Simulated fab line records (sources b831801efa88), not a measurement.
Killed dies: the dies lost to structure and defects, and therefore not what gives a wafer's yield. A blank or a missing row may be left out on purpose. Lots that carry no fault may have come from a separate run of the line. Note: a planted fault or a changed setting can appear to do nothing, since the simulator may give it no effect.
A single fault, viewed from 2 desks -- flow gf180mcu -- numbers are kept per desk, each desk with only its own; the story behind them comes last

== FROM THE METROLOGY DESK ==
What the gauges read for every lot (on any tool): the sampled wafers with a number, averaged. Marked OUT: a lot whose mean sits more than 4 standard deviations from the usual mean, which makes it out of limits; the brackets give that distance.
Columns: A = HV_LDD_3_TW at GF_HV_LDD_TW_MEAS_38, usual 1430; B = V2_W_RS at GF_V2_RS_MEAS_24, usual 0.327 ohm/sq; C = V2_W_THK at GF_V2_THK_MEAS_25, usual 356 nm
lot,first seen here,A,B,C
L647,day 12 11:27,1432,0.330,356
L648,day 13 01:16,1456,0.330,352
L651,day 14 05:19,1413,0.326,358
L653,day 14 17:46,1411,0.320,358
L655,day 16 01:12,1432,0.331,356
L656,day 16 05:21,1432,0.328,356
L657,day 16 05:43,1431,0.327,358
L658,day 16 10:16,1427,0.324,362
L659,day 17 00:13,1456,0.324,363
L660,day 17 03:25,1428,0.317,366
L666,day 18 23:41,1422,0.323,358
This desk's finding: nothing out of limits on any of the 11 lots.

== AT THE TOOL OWNER'S DESK: cvdW-02 ==
The tool's own readings at GF_V2_CVD_23 (deposits W, target thk 350 nm, time 104.94 s): means of the sampled wafers that have a number, for each lot that ran on this tool. Marked OUT: a lot whose mean sits more than 4 standard deviations from the usual mean, which makes it out of limits; the brackets give that distance.
Columns: A = heaterPowerOuterW at GF_V2_CVD_23, usual 544 W; B = heaterPowerW at GF_V2_CVD_23, usual 831 W
lot,first seen here,A,B
L647,day 21 11:37,466,691
L648,day 22 00:41,447,672
L655,day 25 03:53,447,669
L656,day 25 08:17,477,685
L659,day 26 01:46,451,668
L660,day 26 06:16,443,667
This desk's finding: nothing out of limits on any of the 6 lots.

== PUT TOGETHER ==
The metrology desk saw nothing out of limits.
The desk of the tool owner found nothing out of limits.

== WHAT THE SIMULATOR HAD INSERTED ==
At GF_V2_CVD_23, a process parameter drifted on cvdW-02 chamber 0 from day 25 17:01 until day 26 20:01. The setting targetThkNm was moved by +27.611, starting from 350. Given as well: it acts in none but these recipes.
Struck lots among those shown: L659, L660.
